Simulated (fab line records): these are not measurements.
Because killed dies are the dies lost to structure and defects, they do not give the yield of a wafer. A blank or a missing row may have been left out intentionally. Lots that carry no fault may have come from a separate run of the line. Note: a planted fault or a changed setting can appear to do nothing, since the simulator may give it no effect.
Which tool is to blame? + flow gf180mcu + 36 wafers sampled from 12 lots at 1 step of a route of 602

WHAT THE GAUGES READ, wafer by wafer
GF_NWELL_OVL_MEAS_07.
| lot  | measured    | on         | NWELL_OVL (nm) |
|------|-------------|------------|----------------|
| L075 | day 3 14:19 | overlay-01 | 2.7 3.1 2.4    |
| L077 | day 4 02:24 | overlay-01 | 2.6 1.9 2.8    |
| L079 | day 4 12:57 | overlay-01 | -1.2 0.3 -1.0  |
| L081 | day 4 22:56 | overlay-01 | 2.0 -0.4 -2.1  |
| L083 | day 5 10:04 | overlay-02 | 0.8 1.2 0.2    |
| L085 | day 5 20:13 | overlay-01 | 4.2 2.5 2.8    |
| L087 | day 6 05:37 | overlay-01 | 3.0 2.2 1.1    |
| L089 | day 6 17:40 | overlay-02 | -2.9 -2.2 -1.7 |
| L091 | day 7 04:03 | overlay-01 | 2.3 2.5 2.5    |
| L093 | day 7 16:41 | overlay-02 | 1.7 0.6 0.8    |
| L095 | day 8 03:10 | overlay-02 | -0.1 0.8 1.8   |
| L097 | day 8 16:52 | overlay-01 | 3.0 2.3 2.8    |

WHAT TOOL EACH LOT RAN ON (gives the tool, then ch and the chambers of the sampled wafers, and finally the start)
There is no process step in the record ahead of these readings.

THE ANSWER, worked out from the rows above alone
Rule: usual is defined by the lots themselves. Put in order of their means at a reading, lots are off if they are a third of the lots or fewer, leave a main group of 4 or more, and stand apart from it by a gap of 3 or more times the standard deviation of the main group's means; of several such gaps the widest counts. A main group is skipped when, at the precision printed for the reading in the tables above, its means are all equal. Also off: a lot with no number at a reading for which 4 or more lots have one. All remaining lots with rows at the step are treated as sound.
No lot is off at any reading shown: from this, nothing can be told.

WHAT THE SIMULATOR HAD PUT IN
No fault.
